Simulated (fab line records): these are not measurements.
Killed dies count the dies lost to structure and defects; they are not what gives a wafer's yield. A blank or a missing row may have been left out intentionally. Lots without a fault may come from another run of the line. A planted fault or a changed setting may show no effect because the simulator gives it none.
fab line records / flow sfq-line
record lots=14 wafers=42 last-day=96
route steps=325 shown M2@89
lots with no fault: from the same line, run without faults
start-h: the number of hours between the record's first day and the start of the first shown wafer of the lot / wait-h: hours since the lot's step before / " repeats the value in the row above / L1.1+2: one row covering several wafers at once / - no value present, or no start provided / * or withheld: withheld / < > ~ a bound
route shown NAME@n: names a module that has steps shown in the file, with the first one's number in the route / usual: mean/standard deviation of fault-free wafers / same: alike in all rows / chamber/n: place in a boat / sites: the reading at each site / _std_site: standard deviation across them / _edge_site: mean of outer sites minus mean of inner sites / radius-mm: for every site, how far away it sits from the centre of the wafer / mask NAME#n: copy n / behind: the tool/chamber that last shaped the wafer / hold: why the lot was held/for how many hours/how that ended / device: the n, p or np transistor that did not switch / end of line: the route-end tests of the same wafers / a step given without rows: its recipe and nothing more / killed: at the first sort, the dies lost to defects and structure; wafer yield is something else / map: a wafer's dies, marking killed ones x, the rest . and places with no die _
set.NAME: the run value of the setting; set.NAME@STEP: its run value at that earlier step / model.NAME: the simulator's own value behind a step, which no gauge read
route steps across a sampled set of lots; one table per step, one row per wafer
services: when a tool's chamber went out of use (start-h, in hours from the record's first day, below 0 if earlier), for how many hours, and the reason
## steps
# step SFQ_TRILAYER_M2_DEP_SPUTTER_055
# recipe material=Nb base-pressure-pa=1.33e-06 chamber-pressure-pa=0.1333 substrate-temp-c=20 resputter-cathode-voltage-v=400 target-thk-nm=200 power-w=2000 time-s=133.3
# usual throttle-valve-pct=29.8/0.76
lot.wafer=L876.1 tool=pvd-sputter-04 chamber=- start-h=720.53 wait-h=0.0 throttle-valve-pct=30.2
lot.wafer=L876.5 tool=pvd-sputter-04 chamber=- start-h=720.53 wait-h=0.0 throttle-valve-pct=30.3
lot.wafer=L876.6 tool=pvd-sputter-04 chamber=- start-h=720.53 wait-h=0.0 throttle-valve-pct=30.5
lot.wafer=L877.1 tool=pvd-sputter-04 chamber=- start-h=728.93 wait-h=0.0 throttle-valve-pct=29.7
lot.wafer=L877.5 tool=pvd-sputter-04 chamber=- start-h=728.93 wait-h=0.0 throttle-valve-pct=29.7
lot.wafer=L877.6 tool=pvd-sputter-04 chamber=- start-h=728.93 wait-h=0.0 throttle-valve-pct=28.4
lot.wafer=L878.2 tool=pvd-sputter-04 chamber=- start-h=748.43 wait-h=0.0 throttle-valve-pct=28.6
lot.wafer=L878.3 tool=pvd-sputter-04 chamber=- start-h=748.43 wait-h=0.0 throttle-valve-pct=30.3
lot.wafer=L878.4 tool=pvd-sputter-04 chamber=- start-h=748.43 wait-h=0.0 throttle-valve-pct=30.4
lot.wafer=L879.1 tool=pvd-sputter-04 chamber=- start-h=759.70 wait-h=0.0 throttle-valve-pct=29.7
lot.wafer=L879.2 tool=pvd-sputter-04 chamber=- start-h=759.70 wait-h=0.0 throttle-valve-pct=30.3
lot.wafer=L879.5 tool=pvd-sputter-04 chamber=- start-h=759.70 wait-h=0.0 throttle-valve-pct=30.1
lot.wafer=L881.1 tool=pvd-sputter-03 chamber=- start-h=786.98 wait-h=0.0 throttle-valve-pct=30.2
lot.wafer=L881.4 tool=pvd-sputter-03 chamber=- start-h=786.98 wait-h=0.0 throttle-valve-pct=30.6
lot.wafer=L881.6 tool=pvd-sputter-03 chamber=- start-h=786.98 wait-h=0.0 throttle-valve-pct=29.6
lot.wafer=L882.3 tool=pvd-sputter-03 chamber=- start-h=801.56 wait-h=0.0 throttle-valve-pct=30.1
lot.wafer=L882.4 tool=pvd-sputter-03 chamber=- start-h=801.56 wait-h=0.0 throttle-valve-pct=30.6
lot.wafer=L882.6 tool=pvd-sputter-03 chamber=- start-h=801.56 wait-h=0.0 throttle-valve-pct=29.4
lot.wafer=L888.1 tool=pvd-sputter-03 chamber=- start-h=852.26 wait-h=0.0 throttle-valve-pct=30.1
lot.wafer=L888.4 tool=pvd-sputter-03 chamber=- start-h=852.26 wait-h=0.0 throttle-valve-pct=29.5
lot.wafer=L888.6 tool=pvd-sputter-03 chamber=- start-h=852.26 wait-h=0.0 throttle-valve-pct=30.2
lot.wafer=L889.1 tool=pvd-sputter-03 chamber=- start-h=859.46 wait-h=0.0 throttle-valve-pct=30.1
lot.wafer=L889.2 tool=pvd-sputter-03 chamber=- start-h=859.46 wait-h=0.0 throttle-valve-pct=29.4
lot.wafer=L889.4 tool=pvd-sputter-03 chamber=- start-h=859.46 wait-h=0.0 throttle-valve-pct=29.5
lot.wafer=L891.1 tool=pvd-sputter-05 chamber=- start-h=865.48 wait-h=0.0 throttle-valve-pct=28.1
lot.wafer=L891.4 tool=pvd-sputter-05 chamber=- start-h=865.48 wait-h=0.0 throttle-valve-pct=30.7
lot.wafer=L891.5 tool=pvd-sputter-05 chamber=- start-h=865.48 wait-h=0.0 throttle-valve-pct=29.1
lot.wafer=L894.1 tool=pvd-sputter-05 chamber=- start-h=910.65 wait-h=0.0 throttle-valve-pct=30.8
lot.wafer=L894.2 tool=pvd-sputter-05 chamber=- start-h=910.65 wait-h=0.0 throttle-valve-pct=28.2
lot.wafer=L894.6 tool=pvd-sputter-05 chamber=- start-h=910.65 wait-h=0.0 throttle-valve-pct=28.0
lot.wafer=L895.1 tool=pvd-sputter-03 chamber=- start-h=920.25 wait-h=0.0 throttle-valve-pct=29.5
lot.wafer=L895.3 tool=pvd-sputter-03 chamber=- start-h=920.25 wait-h=0.0 throttle-valve-pct=29.4
lot.wafer=L895.6 tool=pvd-sputter-03 chamber=- start-h=920.25 wait-h=0.0 throttle-valve-pct=30.2
lot.wafer=L897.2 tool=pvd-sputter-03 chamber=- start-h=937.87 wait-h=0.0 throttle-valve-pct=30.5
lot.wafer=L897.4 tool=pvd-sputter-03 chamber=- start-h=937.87 wait-h=0.0 throttle-valve-pct=29.9
lot.wafer=L897.6 tool=pvd-sputter-03 chamber=- start-h=937.87 wait-h=0.0 throttle-valve-pct=29.4
lot.wafer=L898.4 tool=pvd-sputter-04 chamber=- start-h=945.66 wait-h=0.0 throttle-valve-pct=30.3
lot.wafer=L898.5 tool=pvd-sputter-04 chamber=- start-h=945.66 wait-h=0.0 throttle-valve-pct=30.1
lot.wafer=L898.6 tool=pvd-sputter-04 chamber=- start-h=945.66 wait-h=0.0 throttle-valve-pct=29.2
lot.wafer=L899.2 tool=pvd-sputter-05 chamber=- start-h=949.98 wait-h=0.0 throttle-valve-pct=30.8
lot.wafer=L899.5 tool=pvd-sputter-05 chamber=- start-h=949.98 wait-h=0.0 throttle-valve-pct=30.8
lot.wafer=L899.6 tool=pvd-sputter-05 chamber=- start-h=949.98 wait-h=0.0 throttle-valve-pct=30.6
# step SFQ_M2_RS_MEAS_914
# recipe thk-meas-gauge=four-point-probe reads=Nb_of_TRILAYER_M2_DEP_SPUTTER_055
# usual M2_NB_RS=0.893/0.0073
lot.wafer=L876.1 tool=film-metro-01 chamber=- start-h=720.62 wait-h=0.0 M2_NB_RS[ohm/sq]=0.894
lot.wafer=L876.5 tool=film-metro-01 chamber=- start-h=720.62 wait-h=0.0 M2_NB_RS[ohm/sq]=0.898
lot.wafer=L876.6 tool=film-metro-01 chamber=- start-h=720.62 wait-h=0.0 M2_NB_RS[ohm/sq]=0.896
lot.wafer=L877.1 tool=film-metro-02 chamber=- start-h=729.02 wait-h=0.0 M2_NB_RS[ohm/sq]=0.905
lot.wafer=L877.5 tool=film-metro-02 chamber=- start-h=729.02 wait-h=0.0 M2_NB_RS[ohm/sq]=0.898
lot.wafer=L877.6 tool=film-metro-02 chamber=- start-h=729.02 wait-h=0.0 M2_NB_RS[ohm/sq]=0.890
lot.wafer=L878.2 tool=film-metro-01 chamber=- start-h=748.54 wait-h=0.1 M2_NB_RS[ohm/sq]=0.894
lot.wafer=L878.3 tool=film-metro-01 chamber=- start-h=748.54 wait-h=0.1 M2_NB_RS[ohm/sq]=0.895
lot.wafer=L878.4 tool=film-metro-01 chamber=- start-h=748.54 wait-h=0.1 M2_NB_RS[ohm/sq]=0.892
lot.wafer=L879.1 tool=film-metro-04 chamber=- start-h=759.79 wait-h=0.0 M2_NB_RS[ohm/sq]=0.879
lot.wafer=L879.2 tool=film-metro-04 chamber=- start-h=759.79 wait-h=0.0 M2_NB_RS[ohm/sq]=0.881
lot.wafer=L879.5 tool=film-metro-04 chamber=- start-h=759.79 wait-h=0.0 M2_NB_RS[ohm/sq]=0.885
lot.wafer=L881.1 tool=film-metro-01 chamber=- start-h=787.07 wait-h=0.0 M2_NB_RS[ohm/sq]=0.901
lot.wafer=L881.4 tool=film-metro-01 chamber=- start-h=787.07 wait-h=0.0 M2_NB_RS[ohm/sq]=0.890
lot.wafer=L881.6 tool=film-metro-01 chamber=- start-h=787.07 wait-h=0.0 M2_NB_RS[ohm/sq]=0.904
lot.wafer=L882.3 tool=film-metro-01 chamber=- start-h=801.69 wait-h=0.1 M2_NB_RS[ohm/sq]=0.882
lot.wafer=L882.4 tool=film-metro-01 chamber=- start-h=801.69 wait-h=0.1 M2_NB_RS[ohm/sq]=0.872
lot.wafer=L882.6 tool=film-metro-01 chamber=- start-h=801.69 wait-h=0.1 M2_NB_RS[ohm/sq]=0.889
lot.wafer=L888.1 tool=film-metro-04 chamber=- start-h=852.35 wait-h=0.1 M2_NB_RS[ohm/sq]=3.012
lot.wafer=L888.4 tool=film-metro-04 chamber=- start-h=852.35 wait-h=0.1 M2_NB_RS[ohm/sq]=2.970
lot.wafer=L888.6 tool=film-metro-04 chamber=- start-h=852.35 wait-h=0.1 M2_NB_RS[ohm/sq]=3.063
lot.wafer=L889.1 tool=film-metro-01 chamber=- start-h=859.55 wait-h=0.1 M2_NB_RS[ohm/sq]=3.049
lot.wafer=L889.2 tool=film-metro-01 chamber=- start-h=859.55 wait-h=0.1 M2_NB_RS[ohm/sq]=2.907
lot.wafer=L889.4 tool=film-metro-01 chamber=- start-h=859.55 wait-h=0.1 M2_NB_RS[ohm/sq]=3.033
lot.wafer=L891.1 tool=film-metro-04 chamber=- start-h=865.57 wait-h=0.0 M2_NB_RS[ohm/sq]=0.889
lot.wafer=L891.4 tool=film-metro-04 chamber=- start-h=865.57 wait-h=0.0 M2_NB_RS[ohm/sq]=0.888
lot.wafer=L891.5 tool=film-metro-04 chamber=- start-h=865.57 wait-h=0.0 M2_NB_RS[ohm/sq]=0.889
lot.wafer=L894.1 tool=film-metro-01 chamber=- start-h=910.74 wait-h=0.0 M2_NB_RS[ohm/sq]=0.889
lot.wafer=L894.2 tool=film-metro-01 chamber=- start-h=910.74 wait-h=0.0 M2_NB_RS[ohm/sq]=0.886
lot.wafer=L894.6 tool=film-metro-01 chamber=- start-h=910.74 wait-h=0.0 M2_NB_RS[ohm/sq]=0.895
lot.wafer=L895.1 tool=film-metro-01 chamber=- start-h=920.34 wait-h=0.0 M2_NB_RS[ohm/sq]=0.900
lot.wafer=L895.3 tool=film-metro-01 chamber=- start-h=920.34 wait-h=0.0 M2_NB_RS[ohm/sq]=0.889
lot.wafer=L895.6 tool=film-metro-01 chamber=- start-h=920.34 wait-h=0.0 M2_NB_RS[ohm/sq]=0.887
lot.wafer=L897.2 tool=film-metro-04 chamber=- start-h=937.98 wait-h=0.1 M2_NB_RS[ohm/sq]=0.898
lot.wafer=L897.4 tool=film-metro-04 chamber=- start-h=937.98 wait-h=0.1 M2_NB_RS[ohm/sq]=0.898
lot.wafer=L897.6 tool=film-metro-04 chamber=- start-h=937.98 wait-h=0.1 M2_NB_RS[ohm/sq]=0.900
lot.wafer=L898.4 tool=film-metro-02 chamber=- start-h=945.81 wait-h=0.1 M2_NB_RS[ohm/sq]=0.901
lot.wafer=L898.5 tool=film-metro-02 chamber=- start-h=945.81 wait-h=0.1 M2_NB_RS[ohm/sq]=0.898
lot.wafer=L898.6 tool=film-metro-02 chamber=- start-h=945.81 wait-h=0.1 M2_NB_RS[ohm/sq]=0.903
lot.wafer=L899.2 tool=film-metro-01 chamber=- start-h=950.09 wait-h=0.1 M2_NB_RS[ohm/sq]=0.890
lot.wafer=L899.5 tool=film-metro-01 chamber=- start-h=950.09 wait-h=0.1 M2_NB_RS[ohm/sq]=0.901
lot.wafer=L899.6 tool=film-metro-01 chamber=- start-h=950.09 wait-h=0.1 M2_NB_RS[ohm/sq]=0.897
# step SFQ_TRILAYER_M2_ETCH_METAL_ETCH_060
# recipe target=Nb stop-on=SiO2 mask-material=PR chemistry=Cl2/Ar target-depth-nm=240 icp-w=600 bias-w=80 pressure-mtorr=10 time-s=120
# usual bias-w=80.01/0.24 drypump-motor-current-A=6.0/0.32 oes-product-au=0.893/0.006
lot.wafer=L876.1 tool=rie-metal-03 chamber=0 start-h=875.37 wait-h=0.0 bias-w=80.01 drypump-motor-current-A=6.3 oes-product-au=0.887 rf-hours-counter-h=56
lot.wafer=L876.5 tool=rie-metal-03 chamber=1 start-h=875.37 wait-h=0.0 bias-w=80.02 drypump-motor-current-A=5.8 oes-product-au=0.892 rf-hours-counter-h=-
lot.wafer=L876.6 tool=rie-metal-03 chamber=0 start-h=875.37 wait-h=0.0 bias-w=79.64 drypump-motor-current-A=6.3 oes-product-au=0.892 rf-hours-counter-h=-
lot.wafer=L877.1 tool=rie-metal-02 chamber=0 start-h=882.57 wait-h=0.0 bias-w=79.81 drypump-motor-current-A=5.4 oes-product-au=0.888 rf-hours-counter-h=57
lot.wafer=L877.5 tool=rie-metal-02 chamber=1 start-h=882.57 wait-h=0.0 bias-w=79.77 drypump-motor-current-A=6.0 oes-product-au=0.890 rf-hours-counter-h=-
lot.wafer=L877.6 tool=rie-metal-02 chamber=0 start-h=882.57 wait-h=0.0 bias-w=80.06 drypump-motor-current-A=5.4 oes-product-au=0.900 rf-hours-counter-h=-
lot.wafer=L878.2 tool=rie-metal-04 chamber=0 start-h=904.29 wait-h=0.0 bias-w=79.92 drypump-motor-current-A=5.7 oes-product-au=0.887 rf-hours-counter-h=94
lot.wafer=L878.3 tool=rie-metal-04 chamber=1 start-h=904.29 wait-h=0.0 bias-w=80.02 drypump-motor-current-A=6.3 oes-product-au=0.891 rf-hours-counter-h=-
lot.wafer=L878.4 tool=rie-metal-04 chamber=0 start-h=904.29 wait-h=0.0 bias-w=79.87 drypump-motor-current-A=5.7 oes-product-au=0.896 rf-hours-counter-h=-
lot.wafer=L879.1 tool=rie-metal-03 chamber=1 start-h=910.95 wait-h=0.0 bias-w=80.28 drypump-motor-current-A=5.8 oes-product-au=0.907 rf-hours-counter-h=11
lot.wafer=L879.2 tool=rie-metal-03 chamber=0 start-h=910.95 wait-h=0.0 bias-w=79.94 drypump-motor-current-A=6.3 oes-product-au=0.894 rf-hours-counter-h=60
lot.wafer=L879.5 tool=rie-metal-03 chamber=1 start-h=910.95 wait-h=0.0 bias-w=79.96 drypump-motor-current-A=5.8 oes-product-au=0.898 rf-hours-counter-h=-
lot.wafer=L881.1 tool=rie-metal-03 chamber=1 start-h=928.56 wait-h=0.0 bias-w=79.60 drypump-motor-current-A=5.8 oes-product-au=0.888 rf-hours-counter-h=13
lot.wafer=L881.4 tool=rie-metal-03 chamber=0 start-h=928.56 wait-h=0.0 bias-w=80.07 drypump-motor-current-A=6.3 oes-product-au=0.893 rf-hours-counter-h=-
lot.wafer=L881.6 tool=rie-metal-03 chamber=1 start-h=928.56 wait-h=0.0 bias-w=79.65 drypump-motor-current-A=5.8 oes-product-au=0.885 rf-hours-counter-h=-
lot.wafer=L882.3 tool=rie-metal-03 chamber=0 start-h=938.20 wait-h=0.1 bias-w=80.23 drypump-motor-current-A=6.3 oes-product-au=0.900 rf-hours-counter-h=-
lot.wafer=L882.4 tool=rie-metal-03 chamber=1 start-h=938.20 wait-h=0.1 bias-w=80.08 drypump-motor-current-A=5.8 oes-product-au=0.903 rf-hours-counter-h=-
lot.wafer=L882.6 tool=rie-metal-03 chamber=1 start-h=938.20 wait-h=0.1 bias-w=80.25 drypump-motor-current-A=5.8 oes-product-au=0.887 rf-hours-counter-h=-
lot.wafer=L888.1 tool=rie-metal-04 chamber=0 start-h=985.21 wait-h=0.0 bias-w=80.03 drypump-motor-current-A=5.7 oes-product-au=0.526 rf-hours-counter-h=105
lot.wafer=L888.4 tool=rie-metal-04 chamber=1 start-h=985.21 wait-h=0.0 bias-w=79.56 drypump-motor-current-A=6.4 oes-product-au=0.538 rf-hours-counter-h=-
lot.wafer=L888.6 tool=rie-metal-04 chamber=0 start-h=985.21 wait-h=0.0 bias-w=80.03 drypump-motor-current-A=5.7 oes-product-au=0.530 rf-hours-counter-h=-
lot.wafer=L889.1 tool=rie-metal-03 chamber=0 start-h=991.21 wait-h=0.0 bias-w=80.17 drypump-motor-current-A=6.3 oes-product-au=0.529 rf-hours-counter-h=69
lot.wafer=L889.2 tool=rie-metal-03 chamber=1 start-h=991.21 wait-h=0.0 bias-w=80.13 drypump-motor-current-A=5.8 oes-product-au=0.536 rf-hours-counter-h=20
lot.wafer=L889.4 tool=rie-metal-03 chamber=1 start-h=991.21 wait-h=0.0 bias-w=80.47 drypump-motor-current-A=5.8 oes-product-au=0.525 rf-hours-counter-h=-
lot.wafer=L891.1 tool=rie-metal-03 chamber=0 start-h=996.01 wait-h=0.0 bias-w=79.71 drypump-motor-current-A=6.3 oes-product-au=0.894 rf-hours-counter-h=70
lot.wafer=L891.4 tool=rie-metal-03 chamber=0 start-h=996.01 wait-h=0.0 bias-w=80.17 drypump-motor-current-A=6.3 oes-product-au=0.896 rf-hours-counter-h=-
lot.wafer=L891.5 tool=rie-metal-03 chamber=1 start-h=996.01 wait-h=0.0 bias-w=80.14 drypump-motor-current-A=5.8 oes-product-au=0.888 rf-hours-counter-h=-
lot.wafer=L894.1 tool=rie-metal-02 chamber=0 start-h=1039.26 wait-h=0.0 bias-w=79.77 drypump-motor-current-A=5.4 oes-product-au=0.889 rf-hours-counter-h=76
lot.wafer=L894.2 tool=rie-metal-02 chamber=1 start-h=1039.26 wait-h=0.0 bias-w=80.40 drypump-motor-current-A=6.0 oes-product-au=0.901 rf-hours-counter-h=44
lot.wafer=L894.6 tool=rie-metal-02 chamber=0 start-h=1039.26 wait-h=0.0 bias-w=80.04 drypump-motor-current-A=5.5 oes-product-au=0.891 rf-hours-counter-h=-
lot.wafer=L895.1 tool=rie-metal-02 chamber=0 start-h=1057.17 wait-h=0.0 bias-w=79.41 drypump-motor-current-A=5.5 oes-product-au=0.891 rf-hours-counter-h=79
lot.wafer=L895.3 tool=rie-metal-02 chamber=0 start-h=1057.17 wait-h=0.0 bias-w=79.86 drypump-motor-current-A=5.5 oes-product-au=0.894 rf-hours-counter-h=-
lot.wafer=L895.6 tool=rie-metal-02 chamber=0 start-h=1057.17 wait-h=0.0 bias-w=79.74 drypump-motor-current-A=5.5 oes-product-au=0.889 rf-hours-counter-h=-
lot.wafer=L897.2 tool=rie-metal-03 chamber=1 start-h=1071.57 wait-h=0.0 bias-w=80.03 drypump-motor-current-A=5.8 oes-product-au=0.891 rf-hours-counter-h=31
lot.wafer=L897.4 tool=rie-metal-03 chamber=1 start-h=1071.57 wait-h=0.0 bias-w=79.99 drypump-motor-current-A=5.8 oes-product-au=0.890 rf-hours-counter-h=-
lot.wafer=L897.6 tool=rie-metal-03 chamber=0 start-h=1071.57 wait-h=0.0 bias-w=79.68 drypump-motor-current-A=6.3 oes-product-au=0.896 rf-hours-counter-h=-
lot.wafer=L898.4 tool=rie-metal-03 chamber=0 start-h=1081.21 wait-h=0.1 bias-w=80.04 drypump-motor-current-A=6.4 oes-product-au=0.890 rf-hours-counter-h=-
lot.wafer=L898.5 tool=rie-metal-03 chamber=0 start-h=1081.21 wait-h=0.1 bias-w=80.25 drypump-motor-current-A=6.3 oes-product-au=0.885 rf-hours-counter-h=-
lot.wafer=L898.6 tool=rie-metal-03 chamber=1 start-h=1081.21 wait-h=0.1 bias-w=79.97 drypump-motor-current-A=5.8 oes-product-au=0.887 rf-hours-counter-h=-
lot.wafer=L899.2 tool=rie-metal-02 chamber=1 start-h=1085.97 wait-h=0.0 bias-w=79.93 drypump-motor-current-A=6.0 oes-product-au=0.899 rf-hours-counter-h=51
lot.wafer=L899.5 tool=rie-metal-02 chamber=1 start-h=1085.97 wait-h=0.0 bias-w=80.00 drypump-motor-current-A=6.0 oes-product-au=0.888 rf-hours-counter-h=-
lot.wafer=L899.6 tool=rie-metal-02 chamber=0 start-h=1085.97 wait-h=0.0 bias-w=79.83 drypump-motor-current-A=5.5 oes-product-au=0.900 rf-hours-counter-h=-
## services
tool=rie-metal-04 chamber=- start-h=699.33 hours=0.6 kind=repair
tool=rie-metal-02 chamber=- start-h=711.10 hours=28.1 kind=pm
tool=rie-metal-03 chamber=0 start-h=747.76 hours=1.9 kind=repair
tool=rie-metal-03 chamber=- start-h=752.72 hours=0.9 kind=repair
tool=rie-metal-04 chamber=0 start-h=764.15 hours=5.4 kind=repair
tool=pvd-sputter-05 chamber=- start-h=786.75 hours=8.1 kind=repair
tool=rie-metal-03 chamber=1 start-h=808.76 hours=- kind=clean
tool=rie-metal-03 chamber=1 start-h=808.76 hours=17.2 kind=scheduled-down
tool=rie-metal-03 chamber=1 start-h=808.76 hours=17.2 kind=vent-cycle
tool=rie-metal-02 chamber=0 start-h=813.96 hours=10.9 kind=repair
tool=pvd-sputter-03 chamber=2 start-h=853.52 hours=- kind=consumable-replace:kit
tool=pvd-sputter-03 chamber=2 start-h=853.52 hours=18.0 kind=scheduled-down
tool=pvd-sputter-03 chamber=2 start-h=853.52 hours=18.0 kind=vent-cycle
tool=pvd-sputter-03 chamber=- start-h=860.01 hours=0.8 kind=repair
tool=rie-metal-04 chamber=- start-h=865.90 hours=2.8 kind=pm
tool=rie-metal-04 chamber=1 start-h=941.54 hours=5.8 kind=repair
tool=rie-metal-02 chamber=- start-h=968.01 hours=1.4 kind=pm
tool=pvd-sputter-03 chamber=- start-h=977.02 hours=2.4 kind=repair
tool=pvd-sputter-03 chamber=- start-h=981.49 hours=0.9 kind=repair
tool=pvd-sputter-04 chamber=- start-h=995.34 hours=3.0 kind=repair
tool=rie-metal-02 chamber=- start-h=996.50 hours=14.6 kind=pm
tool=pvd-sputter-05 chamber=0 start-h=1021.01 hours=- kind=consumable-replace:kit
tool=rie-metal-03 chamber=- start-h=1047.43 hours=14.0 kind=repair
tool=pvd-sputter-04 chamber=- start-h=1060.25 hours=10.9 kind=repair
## key
first-sign step=SFQ_M2_RS_MEAS_914 reading=M2_NB_RS direction=up sigmas=99+ usual=0.893 struck=3.006
effect step=SFQ_TRILAYER_M2_ETCH_METAL_ETCH_060 reading=oes-product-au direction=down sigmas=60 usual=0.893 struck=0.531
met-at SFQ_TRILAYER_M2_DEP_SPUTTER_055
struck-lots L888,L889
onset-between 801.56 852.26
fault kind=process-parameter-drift tool=pvd-sputter-03 chamber=- onset-h=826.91 steps=SFQ_TRILAYER_M2_DEP_SPUTTER_055 channel=time-s offset=* shape=step end-h=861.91 acts-in=* stated=*
